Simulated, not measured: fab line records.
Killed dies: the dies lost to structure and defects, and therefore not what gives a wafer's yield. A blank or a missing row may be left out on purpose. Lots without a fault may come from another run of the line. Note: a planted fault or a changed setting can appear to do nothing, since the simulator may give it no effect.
A struck lot beside a sound one -- flow gf180mcu -- 16 steps out of a route of 602
Sound: the wafers L404.4, L404.5, L404.6. Struck: wafer L416.4. (L416.3, L416.5 of the same lot were not struck and are left out.) The cause comes at the end.
Each step with rows lists, per side, the tool, then ch with its chambers, then its first start. Under that, the readings that differ: sound wafers -- struck wafers -- difference of the means -- sigmas: that difference in standard deviations of wafers without a fault.
alike: readings with means less than 2 such deviations apart, plus words and numbers identical on both sides. not compared: withheld readings, readings lacking a value on some wafer, bounds such as >300 that could conceal the same value, and numbers that have no deviation in the record and whose values overlap.
The two part at a step that has a row with sigmas, a row that says differs or no value, or rows on one side only. When numbers do not overlap yet have no deviation, they are printed without sigmas and do not part them. A reading missing from all wafers of one side parts the sides only when that side holds two or more wafers.

first, 6 steps without rows for these wafers: GF_M3_HMDS_08 (prime time 60 s); GF_M3_COAT_09 (resist thk 1000 nm); GF_M3_SOFTBAKE_10 (time 60 s); GF_M3_EXPOSE_11 (exposes mask Metal3, target cd 280 nm); GF_M3_PEB_12 (peb time 90 s); GF_M3_DEVELOP_13 (develop time 60 s).
GF_M3_CD_MEAS_14 targets a cd of 280 nm.
  sound on cd-sem-02, day 21 16:55; struck on cd-sem-01, day 26 08:32
  alike: cd-nm
GF_M3_OVL_MEAS_15:
  sound on overlay-02, day 21 16:59; struck on overlay-01, day 26 08:38
  alike: M3_OVL
GF_M3_METAL_ETCH_16: etches the open film in Cl2/BCl3, stops on SiO2, target depth 627.5 nm, time 104.6 s.
  sound on rie-metal-02 ch 0,1, day 21 17:02; struck on rie-metal-03 ch 0, day 26 08:42
reading,sound,struck,difference,sigmas
drypump-motor-current-A (A),5.6 5.6 5.2,6.5,+1.0,+2
  alike: chamber-pressure-mTorr, oes-product-au, throttle-valve-pct
  not compared: rf-hours-counter-h
GF_M3_STRIP_17: strips in O2/N2.
  sound on plasma-asher-02 ch 0,1, day 21 17:09; struck on plasma-asher-02 ch 1, day 26 08:48
  alike: chamber-pressure-mTorr, drypump-motor-current-A, heater-power-w, oes-product-au, strip-time-to-endpoint-s
  not compared: rf-hours-counter-h
then, 2 steps without rows for these wafers: GF_M3_STRIP_18 (strips in post etch residue remover, time 1200 s); GF_M3_CLEAN_19 (cleans in DIW).
GF_V3_CVD_00: deposits SiO2, target thk 600 nm, time 100 s.
  sound on hdpcvd-02 ch 0,1,2, day 21 17:41; struck on hdpcvd-02 ch 2, day 26 09:18
reading,sound,struck,difference,sigmas
sih4-flow-sccm (sccm),60.04 60.10 59.81,71.73,+11.75,+62
model.SiO2_of_V3_CVD_00.thk-nm (nm),610.3 607.2 594.9,723.3,+119.2,
GF_V3_THK_MEAS_01:
  sound on film-metro-03, day 21 17:45; struck on film-metro-03, day 26 09:24
reading,sound,struck,difference,sigmas
V3_CVD_00_THK (nm),610 608 595,723,+119,+13
GF_V3_CVD_02: deposits SiO2 from TEOS, target thk 850 nm, time 94.851 s.
  sound on pecvd-01 ch 0,1,2, day 21 17:49; struck on pecvd-04 ch 0, day 26 09:26
  alike: heater-power-outer-w, heater-power-w
  not compared: since-wet-clean-h
-- the record jumps here: 7 days lie between the struck wafers' starts before and after (it left off in module V3 and takes up again in module PASSIVATION, whose first step shown is number 602 of the route) --
GF_PASSIVATION_PROBE_99:
  record: rows for the struck wafers here (prober-01, day 33 01:22), none for the sound ones

WHERE THEY PART
At GF_M3_METAL_ETCH_16 first; at GF_PASSIVATION_PROBE_99 last (within this record only).

WHY: the cause the simulator had injected
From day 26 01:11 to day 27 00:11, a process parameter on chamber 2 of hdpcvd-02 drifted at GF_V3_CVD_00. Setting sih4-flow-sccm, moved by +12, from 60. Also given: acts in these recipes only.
